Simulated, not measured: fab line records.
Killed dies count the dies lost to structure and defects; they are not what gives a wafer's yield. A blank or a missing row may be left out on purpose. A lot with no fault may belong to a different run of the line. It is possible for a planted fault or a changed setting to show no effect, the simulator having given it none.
fab line records + flow sky130
[record]
- lots = 12
- wafers = 36
- last_day = 50
route steps=708 shown FIELD_ISO@17 NWELL@77 RES_PROTECT@214 PAD_OPEN@708
lots that met no fault: taken from a fault-free run of the same line
start_h: the number of hours between the record's first day and the start of the first shown wafer of the lot + wait_h: how many hours have passed since the lot's step before this one + " as in the row above + L1.1+2: several wafers, shown together as one row + - no value, or no start given + * or withheld: withheld + < > ~ a bound
route shown NAME@n: names a module that has steps shown in the file, with the first one's number in the route + usual: mean/standard deviation of fault-free wafers + same: alike in all rows + chamber/n: place in a boat + sites: readings site by site + _std_site: how widely they spread, as a standard deviation + _edge_site: inner sites' mean taken away from outer sites' mean + radius_mm: for every site, how far away it sits from the centre of the wafer + mask NAME#n: copy n + behind: the last tool/chamber to shape the wafer + hold: what put the lot on hold/how long, in hours/how the hold closed + device: which transistor (n, p or np) failed to switch + end of line: the same wafers' tests at the end of the route + a step given without rows: its recipe and nothing more + killed: dies that structure and defects cost at the first sort, which is not the same as the wafer's yield + map: a wafer's dies, x killed, . not, _ none there
set.NAME: setting as actually run; set.NAME@STEP: the setting as run at that earlier step + model.NAME: the simulator's own value behind a step, which no gauge read
route steps across a sampled set of lots; one table per step, one row per wafer
services: a tool's chamber out of use, with start hour (start_h, from the record's first day; less than 0 if before it), hours out, and reason
[[steps]]
[step SKY_FIELD_ISO_STRIP_16]
[recipe]
- chemistry = O2/N2
- power_w = 1400
- pressure_mtorr = 1500
- platen_temp_c = withheld
- o2_flow_sccm = 3000
- n2_flow_sccm = 300
- overash_fraction = 0.5
[usual]
- drypump_motor_current_A = 5.81/0.22
- oes_product_au = 0.377/0.0048
- strip_time_to_endpoint_s = 3.55/0.035
| lot.wafer | tool            | chamber | start_h | wait_h | drypump_motor_current_A | oes_product_au | rf_hours_counter_h | strip_time_to_endpoint_s |
|-----------|-----------------|---------|---------|--------|-------------------------|----------------|--------------------|--------------------------|
| L405.1    | plasma_asher-01 | 0       | 32.68   | 0.0    | 5.62                    | 0.379          | 34                 | 3.57                     |
| L405.3    | "               | 1       | "       | "      | 5.75                    | 0.378          | -                  | 3.56                     |
| L405.5    | "               | 1       | "       | "      | 5.74                    | 0.380          | -                  | 3.63                     |
| L407.2    | plasma_asher-01 | 0       | 45.43   | 0.0    | 5.59                    | 0.380          | 35                 | 3.54                     |
| L407.5    | "               | 0       | "       | "      | 5.60                    | 0.370          | -                  | 3.54                     |
| L407.6    | "               | 1       | "       | "      | 5.72                    | 0.373          | -                  | 3.53                     |
| L408.1    | plasma_asher-03 | 1       | 46.09   | 0.0    | 6.27                    | 0.375          | 24                 | 3.60                     |
| L408.4    | "               | 1       | "       | "      | 6.24                    | 0.385          | -                  | 3.60                     |
| L408.5    | "               | 0       | "       | "      | 5.59                    | 0.377          | -                  | 3.59                     |
| L410.2    | plasma_asher-01 | 0       | 54.47   | 0.0    | 5.61                    | 0.381          | 36                 | 3.57                     |
| L410.5    | "               | 0       | "       | "      | 5.60                    | 0.377          | -                  | 3.56                     |
| L410.6    | "               | 1       | "       | "      | 5.72                    | 0.379          | -                  | 3.55                     |
| L413.2    | plasma_asher-01 | 0       | 69.33   | 0.0    | 5.70                    | 0.375          | 37                 | 3.57                     |
| L413.3    | "               | 1       | "       | "      | 5.73                    | 0.368          | -                  | 3.51                     |
| L413.5    | "               | 1       | "       | "      | 5.73                    | 0.381          | -                  | 3.55                     |
| L414.1    | plasma_asher-01 | 1       | 78.79   | 0.0    | 5.75                    | 0.375          | 39                 | 3.56                     |
| L414.2    | "               | 0       | "       | "      | 5.62                    | 0.375          | 39                 | 3.51                     |
| L414.4    | "               | 1       | "       | "      | 5.77                    | 0.378          | -                  | 3.54                     |
| L417.3    | plasma_asher-01 | 0       | 91.88   | 0.1    | 5.62                    | 0.378          | -                  | 3.57                     |
| L417.5    | "               | 0       | "       | "      | 5.66                    | 0.377          | -                  | 3.57                     |
| L417.6    | "               | 1       | "       | "      | 5.72                    | 0.378          | -                  | 3.51                     |
| L418.2    | plasma_asher-04 | 0       | 99.34   | 0.1    | 5.93                    | 0.370          | 38                 | 3.58                     |
| L418.3    | "               | 1       | "       | "      | 5.89                    | 0.377          | -                  | 3.50                     |
| L418.5    | "               | 0       | "       | "      | 5.90                    | 0.377          | -                  | 3.55                     |
| L425.1    | plasma_asher-03 | 1       | 133.08  | 0.0    | 6.25                    | 0.379          | 34                 | 3.50                     |
| L425.2    | "               | 0       | "       | "      | 5.62                    | 0.375          | 34                 | 3.62                     |
| L425.5    | "               | 0       | "       | "      | 5.62                    | 0.381          | -                  | 3.52                     |
| L426.1    | plasma_asher-03 | 0       | 137.62  | 0.0    | 5.63                    | 0.379          | 34                 | 3.57                     |
| L426.2    | "               | 1       | "       | "      | 6.22                    | 0.376          | 34                 | 3.63                     |
| L426.3    | "               | 1       | "       | "      | 6.23                    | 0.381          | -                  | 3.57                     |
| L427.3    | plasma_asher-03 | 1       | 146.32  | 0.1    | 6.26                    | 0.380          | -                  | 3.53                     |
| L427.5    | "               | 1       | "       | "      | 6.25                    | 0.369          | -                  | 3.50                     |
| L427.6    | "               | 0       | "       | "      | 5.63                    | 0.377          | -                  | 3.49                     |
| L428.2    | plasma_asher-04 | 0       | 148.67  | 0.0    | 5.94                    | 0.385          | 3                  | 3.53                     |
| L428.3    | "               | 0       | "       | "      | 5.93                    | 0.384          | -                  | 3.60                     |
| L428.6    | "               | 1       | "       | "      | 5.95                    | 0.376          | -                  | 3.54                     |
[step SKY_FIELD_ISO_CMP_27]
[recipe]
- stop_on = Si3N4
- t_overpolish_s = 16
- down_force_psi = 4
- platen_rpm = 60
- target_thk_nm = 457.8
- pad_velocity_m_s = 0.94248
[usual]
- motor_current_A = 11.9/1
- overpolish_run_s = 16.000/0.0092
- time_to_endpoint_s = 109/3.7
| lot.wafer | tool   | chamber | start_h | wait_h | motor_current_A | overpolish_run_s | time_to_endpoint_s |
|-----------|--------|---------|---------|--------|-----------------|------------------|--------------------|
| L405.3    | cmp-01 | 0       | 38.13   | 0.0    | 10.5            | 15.996           | 105                |
| L405.1    | "      | 2       | "       | "      | 13.1            | 16.017           | 108                |
| L405.5    | "      | 0       | "       | "      | 11.0            | 16.006           | 114                |
| L407.2    | cmp-02 | 0       | 49.30   | 0.0    | 13.6            | 16.001           | 114                |
| L407.5    | "      | 0       | "       | "      | 13.0            | 16.000           | 109                |
| L407.6    | "      | 1       | "       | "      | 11.4            | 16.005           | 117                |
| L408.4    | cmp-01 | 3       | 49.89   | 0.0    | 11.1            | 15.996           | 109                |
| L408.1    | "      | 1       | "       | "      | 12.3            | 15.991           | 112                |
| L408.5    | "      | 3       | "       | "      | 10.9            | 16.008           | 110                |
| L410.2    | cmp-02 | 0       | 61.31   | 0.1    | 12.9            | 16.008           | 106                |
| L410.5    | "      | 3       | "       | "      | 13.1            | 15.996           | 105                |
| L410.6    | "      | 0       | "       | "      | 13.7            | 15.991           | 111                |
| L413.3    | cmp-02 | 2       | 72.65   | 0.0    | 11.3            | 15.999           | 103                |
| L413.2    | "      | 3       | "       | "      | 12.5            | 16.008           | 108                |
| L413.5    | "      | 3       | "       | "      | 12.7            | 16.000           | 111                |
| L414.2    | cmp-01 | 1       | 82.10   | 0.0    | 11.7            | 16.014           | 107                |
| L414.1    | "      | 2       | "       | "      | 13.1            | 15.997           | 104                |
| L414.4    | "      | 3       | "       | "      | 10.2            | 16.007           | 104                |
| L417.3    | cmp-02 | 0       | 96.79   | 0.1    | 13.0            | 15.998           | 110                |
| L417.6    | "      | 1       | "       | "      | 11.3            | 16.006           | 113                |
| L417.5    | "      | 2       | "       | "      | 11.0            | 16.007           | 106                |
| L418.3    | cmp-01 | 3       | 104.44  | 0.0    | 10.2            | 16.011           | 103                |
| L418.2    | "      | 0       | "       | "      | 10.7            | 15.997           | 111                |
| L418.5    | "      | 3       | "       | "      | 10.4            | 15.992           | 104                |
| L425.1    | cmp-01 | 1       | 137.78  | 0.0    | 11.9            | 16.015           | 111                |
| L425.2    | "      | 3       | "       | "      | 9.8             | 16.002           | 111                |
| L425.5    | "      | 1       | "       | "      | 12.0            | 16.003           | 114                |
| L426.2    | cmp-01 | 2       | 150.58  | 0.0    | 13.6            | 15.998           | 104                |
| L426.1    | "      | 3       | "       | "      | 11.0            | 16.013           | 108                |
| L426.3    | "      | 0       | "       | "      | 10.4            | 15.995           | 107                |
| L427.3    | cmp-02 | 2       | 160.45  | 0.0    | 11.6            | 15.996           | 108                |
| L427.6    | "      | 2       | "       | "      | 11.4            | 16.007           | 109                |
| L427.5    | "      | 3       | "       | "      | 12.4            | 16.018           | 113                |
| L428.3    | cmp-01 | 1       | 160.50  | 0.1    | 12.8            | 15.996           | 111                |
| L428.2    | "      | 3       | "       | "      | 10.6            | 15.999           | 110                |
| L428.6    | "      | 1       | "       | "      | 12.1            | 15.979           | 113                |
[step SKY_NWELL_IMPLANT_24]
[recipe]
- species = B
- energy_kev = 140
- dose_cm2 = 9.2e+12
- tilt_deg = withheld
| lot.wafer  | tool         | chamber | start_h | wait_h |
|------------|--------------|---------|---------|--------|
| L405.1+3+5 | implanter-02 | 0       | 106.54  | 0.0    |
| L407.2+5+6 | implanter-02 | 0       | 121.78  | 0.0    |
| L408.1+4+5 | implanter-03 | 0       | 122.54  | 0.0    |
| L410.2+5+6 | implanter-02 | 0       | 135.68  | 0.0    |
| L413.2+3+5 | implanter-02 | 0       | 147.26  | 0.0    |
| L414.1+2+4 | implanter-03 | 0       | 156.58  | 0.0    |
| L417.3+5+6 | implanter-02 | 0       | 176.18  | 0.1    |
| L418.2+3+5 | implanter-03 | 0       | 183.36  | 0.0    |
| L425.1+2+5 | implanter-02 | 0       | 228.46  | 0.0    |
| L426.1+2+3 | implanter-02 | 0       | 240.76  | 0.0    |
| L428.2+3+6 | implanter-01 | 0       | 252.51  | 0.0    |
| L427.3+5+6 | implanter-03 | 0       | 252.88  | 0.1    |
[step SKY_NWELL_TW_MEAS_26]
[usual]
- NWELL_2_TW = 499.9/2.8
| lot.wafer | tool          | chamber | start_h | wait_h | NWELL_2_TW |
|-----------|---------------|---------|---------|--------|------------|
| L405.1    | film_metro-04 | -       | 106.79  | 0.1    | 500.1      |
| L405.3    | "             | -       | "       | "      | 498.5      |
| L405.5    | "             | -       | "       | "      | 501.0      |
| L407.2    | film_metro-02 | -       | 122.02  | 0.1    | 498.0      |
| L407.5    | "             | -       | "       | "      | 498.5      |
| L407.6    | "             | -       | "       | "      | 497.9      |
| L408.1    | film_metro-04 | -       | 122.79  | 0.1    | 506.1      |
| L408.4    | "             | -       | "       | "      | 505.1      |
| L408.5    | "             | -       | "       | "      | 500.8      |
| L410.2    | film_metro-04 | -       | 135.92  | 0.1    | 504.7      |
| L410.5    | "             | -       | "       | "      | 506.5      |
| L410.6    | "             | -       | "       | "      | 503.3      |
| L413.2    | film_metro-01 | -       | 147.50  | 0.1    | 500.5      |
| L413.3    | "             | -       | "       | "      | 497.9      |
| L413.5    | "             | -       | "       | "      | 499.6      |
| L414.1    | film_metro-02 | -       | 156.84  | 0.1    | 494.6      |
| L414.2    | "             | -       | "       | "      | 491.4      |
| L414.4    | "             | -       | "       | "      | 496.4      |
| L417.3    | film_metro-02 | -       | 176.40  | 0.1    | 499.1      |
| L417.5    | "             | -       | "       | "      | 501.1      |
| L417.6    | "             | -       | "       | "      | 498.8      |
| L418.2    | film_metro-02 | -       | 183.59  | 0.1    | 501.1      |
| L418.3    | "             | -       | "       | "      | 499.2      |
| L418.5    | "             | -       | "       | "      | 497.6      |
| L425.1    | film_metro-04 | -       | 228.71  | 0.1    | 491.7      |
| L425.2    | "             | -       | "       | "      | 491.6      |
| L425.5    | "             | -       | "       | "      | 491.6      |
| L426.1    | film_metro-02 | -       | 241.01  | 0.1    | 486.7      |
| L426.2    | "             | -       | "       | "      | 485.3      |
| L426.3    | "             | -       | "       | "      | 481.8      |
| L428.2    | film_metro-01 | -       | 252.74  | 0.1    | 495.1      |
| L428.3    | "             | -       | "       | "      | 495.9      |
| L428.6    | "             | -       | "       | "      | 496.3      |
| L427.3    | film_metro-01 | -       | 253.10  | 0.1    | 497.5      |
| L427.5    | "             | -       | "       | "      | 496.3      |
| L427.6    | "             | -       | "       | "      | 495.4      |
[step SKY_RES_PROTECT_STRIP_07]
[recipe]
- chemistry = O2/N2
- power_w = 1400
- pressure_mtorr = 1500
- platen_temp_c = withheld
- o2_flow_sccm = 3000
- n2_flow_sccm = 300
- overash_fraction = 0.5
[usual]
- drypump_motor_current_A = 5.87/0.19
- oes_product_au = 0.518/0.0044
- strip_time_to_endpoint_s = 23.31/0.037
| lot.wafer | tool            | chamber | start_h | wait_h | drypump_motor_current_A | oes_product_au | rf_hours_counter_h | strip_time_to_endpoint_s |
|-----------|-----------------|---------|---------|--------|-------------------------|----------------|--------------------|--------------------------|
| L405.1    | plasma_asher-03 | 1       | 337.82  | 0.1    | 6.25                    | 0.516          | 54                 | 23.32                    |
| L405.3    | "               | 0       | "       | "      | 5.59                    | 0.514          | -                  | 23.33                    |
| L405.5    | "               | 1       | "       | "      | 6.26                    | 0.514          | -                  | 23.28                    |
| L407.2    | plasma_asher-04 | 1       | 358.55  | 0.1    | 5.89                    | 0.524          | 23                 | 23.33                    |
| L407.5    | "               | 0       | "       | "      | 5.92                    | 0.518          | -                  | 23.32                    |
| L407.6    | "               | 1       | "       | "      | 5.92                    | 0.515          | -                  | 23.30                    |
| L408.1    | plasma_asher-04 | 1       | 360.52  | 0.1    | 5.90                    | 0.516          | 23                 | 23.31                    |
| L408.4    | "               | 1       | "       | "      | 5.91                    | 0.515          | -                  | 23.32                    |
| L408.5    | "               | 0       | "       | "      | 5.94                    | 0.520          | -                  | 23.34                    |
| L410.2    | plasma_asher-04 | 0       | 379.20  | 0.1    | 5.90                    | 0.517          | 25                 | 23.37                    |
| L410.5    | "               | 0       | "       | "      | 5.91                    | 0.525          | -                  | 23.41                    |
| L410.6    | "               | 1       | "       | "      | 5.92                    | 0.516          | -                  | 23.35                    |
| L413.2    | plasma_asher-02 | 1       | 398.27  | 0.1    | 5.90                    | 0.511          | 72                 | 23.33                    |
| L413.3    | "               | 0       | "       | "      | 5.69                    | 0.515          | -                  | 23.37                    |
| L413.5    | "               | 0       | "       | "      | 5.69                    | 0.519          | -                  | 23.30                    |
| L414.1    | plasma_asher-03 | 0       | 418.55  | 0.1    | 5.61                    | 0.518          | 62                 | 23.30                    |
| L414.2    | "               | 1       | "       | "      | 6.27                    | 0.513          | 62                 | 23.28                    |
| L414.4    | "               | 1       | "       | "      | 6.28                    | 0.517          | -                  | 23.33                    |
| L417.3    | plasma_asher-02 | 1       | 442.85  | 0.1    | 5.89                    | 0.528          | -                  | 23.28                    |
| L417.5    | "               | 1       | "       | "      | 5.86                    | 0.517          | -                  | 23.29                    |
| L417.6    | "               | 0       | "       | "      | 5.71                    | 0.521          | -                  | 23.22                    |
| L418.2    | plasma_asher-03 | 1       | 449.26  | 0.1    | 6.25                    | 0.518          | 66                 | 23.24                    |
| L418.3    | "               | 1       | "       | "      | 6.25                    | 0.508          | -                  | 23.30                    |
| L418.5    | "               | 1       | "       | "      | 6.25                    | 0.515          | -                  | 23.28                    |
| L425.1    | plasma_asher-02 | 0       | 516.26  | 0.1    | 5.67                    | 0.521          | 84                 | 23.35                    |
| L425.2    | "               | 1       | "       | "      | 5.90                    | 0.513          | 84                 | 23.29                    |
| L425.5    | "               | 0       | "       | "      | 5.66                    | 0.526          | -                  | 23.32                    |
| L426.1    | plasma_asher-02 | 0       | 534.96  | 0.1    | 5.69                    | 0.518          | 86                 | 23.29                    |
| L426.2    | "               | 1       | "       | "      | 5.90                    | 0.518          | 86                 | 23.35                    |
| L426.3    | "               | 0       | "       | "      | 5.70                    | 0.525          | -                  | 23.28                    |
| L428.2    | plasma_asher-02 | 1       | 545.90  | 0.1    | 5.89                    | 0.523          | 87                 | 23.31                    |
| L428.3    | "               | 0       | "       | "      | 5.67                    | 0.516          | -                  | 23.25                    |
| L428.6    | "               | 1       | "       | "      | 5.92                    | 0.518          | -                  | 23.26                    |
| L427.3    | plasma_asher-03 | 1       | 548.11  | 0.1    | 6.25                    | 0.514          | -                  | 23.27                    |
| L427.5    | "               | 1       | "       | "      | 6.23                    | 0.523          | -                  | 23.30                    |
| L427.6    | "               | 0       | "       | "      | 5.64                    | 0.517          | -                  | 23.33                    |
[step SKY_PAD_OPEN_PROBE_99]
[usual]
- killed_at_M0_to_M3 = 43/7.7
- killed_at_M4_up = 2.9/1.9
- killed_at_contacts = 24/5.9
- killed_at_front_end = 16/5.1
- killed_at_other = 0.3/0.63
- killed_dies = 86/10
- killed_on_rim = 16/3.6
- killed_open = 47/7.6
- killed_short = 39/6.8
[same]
- gross_dies = 492
- killed_at_back_side = 0
| lot.wafer | tool      | chamber | start_h | wait_h | killed_at_M0_to_M3 | killed_at_M4_up | killed_at_contacts | killed_at_front_end | killed_at_other | killed_dies | killed_on_rim | killed_open | killed_short |
|-----------|-----------|---------|---------|--------|--------------------|-----------------|--------------------|---------------------|-----------------|-------------|---------------|-------------|--------------|
| L417.3    | prober-01 | -       | 1145.76 | 0.2    | 39                 | 5               | 20                 | 25                  | 1               | 90          | 16            | 47          | 41           |
| L417.5    | prober-01 | -       | 1145.86 | 0.2    | 41                 | 3               | 17                 | 18                  | 0               | 79          | 11            | 39          | 40           |
| L417.6    | prober-01 | -       | 1145.91 | 0.2    | 35                 | 6               | 26                 | 26                  | 0               | 93          | 12            | 50          | 43           |
| L418.2    | prober-02 | -       | 1147.81 | 0.1    | 59                 | 4               | 34                 | 11                  | 0               | 108         | 21            | 64          | 44           |
| L418.3    | prober-02 | -       | 1147.86 | 0.2    | 46                 | 5               | 28                 | 11                  | 1               | 91          | 25            | 50          | 41           |
| L418.5    | prober-02 | -       | 1147.96 | 0.2    | 44                 | 5               | 22                 | 18                  | 0               | 89          | 19            | 42          | 46           |
// killed by level:class
L417.3 VIA2:geometric_particle:open=7 CONTACT:geometric_particle:open=7 FIELD_ISO:geometric_particle:open=6 POLY_GATE:geometric_particle:short=6 METAL1:geometric_particle:short=6 FIELD_ISO:geometric_particle:short=5 LI_CONTACT:geometric_particle:open=5 VIA1:geometric_particle:open=5
L417.5 VIA1:geometric_particle:open=11 METAL1:geometric_particle:short=7 VIA3:geometric_particle:open=7 FIELD_ISO:geometric_particle:short=6 FIELD_ISO:geometric_particle:open=5 CONTACT:geometric_particle:short=5 POLY_GATE:geometric_particle:short=4 LI_CONTACT:geometric_particle:open=4
L417.6 CONTACT:geometric_particle:open=15 FIELD_ISO:geometric_particle:short=8 POLY_GATE:geometric_particle:short=7 VIA3:geometric_particle:open=7 LI_CONTACT:geometric_particle:open=5 VIA2:geometric_particle:open=5 VIA1:geometric_particle:open=5 METAL2:geometric_particle:short=5
L418.2 VIA1:geometric_particle:open=13 LI_CONTACT:geometric_particle:open=13 CONTACT:geometric_particle:open=11 VIA1:geometric_particle:short=11 VIA3:geometric_particle:open=9 METAL2:geometric_particle:short=7 CONTACT:geometric_particle:short=5 FIELD_ISO:geometric_particle:open=4
L418.3 VIA1:geometric_particle:open=15 CONTACT:geometric_particle:open=11 LI_CONTACT:geometric_particle:open=8 METAL1:geometric_particle:short=6 VIA1:geometric_particle:short=6 FIELD_ISO:geometric_particle:short=5 VIA2:geometric_particle:open=5 VIA3:geometric_particle:open=5
L418.5 METAL1:geometric_particle:short=13 VIA1:geometric_particle:open=8 CONTACT:geometric_particle:open=8 VIA3:geometric_particle:open=6 LI_CONTACT:geometric_particle:open=5 FIELD_ISO:geometric_particle:open=4 FIELD_ISO:geometric_particle:short=4 POLY_GATE:geometric_particle:short=4
[[services]]
| tool            | chamber | start_h | hours | kind   |
|-----------------|---------|---------|-------|--------|
| implanter-02    | -       | 22.26   | 4.5   | repair |
| cmp-01          | -       | 24.35   | 1.6   | repair |
| cmp-01          | -       | 27.95   | 1.1   | repair |
| implanter-02    | -       | 39.94   | 1.3   | repair |
| cmp-01          | -       | 64.00   | 4.0   | pm     |
| implanter-02    | -       | 114.56  | 1.3   | repair |
| cmp-01          | -       | 127.34  | 4.0   | pm     |
| plasma_asher-03 | -       | 222.11  | 1.9   | repair |
| cmp-01          | -       | 229.25  | 1.0   | repair |
| cmp-01          | -       | 248.42  | 0.9   | repair |
| cmp-01          | -       | 292.61  | 2.0   | repair |
| cmp-01          | -       | 296.03  | 11.8  | pm     |
| plasma_asher-01 | -       | 310.42  | 0.4   | repair |
| cmp-01          | -       | 315.67  | 0.8   | repair |
| cmp-01          | -       | 383.69  | 1.2   | repair |
| cmp-01          | -       | 404.22  | 4.0   | pm     |
| cmp-01          | -       | 422.72  | 0.4   | repair |
| implanter-02    | -       | 427.69  | 7.7   | repair |
| implanter-02    | -       | 465.57  | 18.7  | repair |
| cmp-01          | -       | 469.67  | 4.8   | pm     |
| cmp-01          | -       | 480.61  | 0.5   | repair |
| implanter-02    | -       | 484.24  | 4.8   | pm     |
| cmp-01          | -       | 496.34  | 3.4   | pm     |
| cmp-01          | -       | 504.15  | 7.4   | repair |
[[key]]
[first_sign]
- step = SKY_NWELL_TW_MEAS_26
- reading = NWELL_2_TW
- direction = down
- sigmas = 4.2
- usual = 499.9
- struck = 488.1
effect none on later readings
met_at SKY_NWELL_IMPLANT_24
struck_lots L425,L426
tester_left_out L425,L426
not_acting_at SKY_FIELD_ISO_STRIP_16,SKY_FIELD_ISO_CMP_27,SKY_RES_PROTECT_STRIP_07
onset_between 176.18 228.46
[fault]
- kind = process_parameter_drift
- tool = implanter-02
- chamber = -
- onset_h = 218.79
- steps = SKY_NWELL_IMPLANT_24
- channel = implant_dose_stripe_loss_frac
- offset = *
- shape = step
- end_h = 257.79
// tester_left_out: of these lots the tester's yield and bins aren't shown, on N5 and GAA mostly nor the transistor test; their killed dies are dies lost to structure and defects alone, not to doping, threshold or leakage, so they don't give the yield
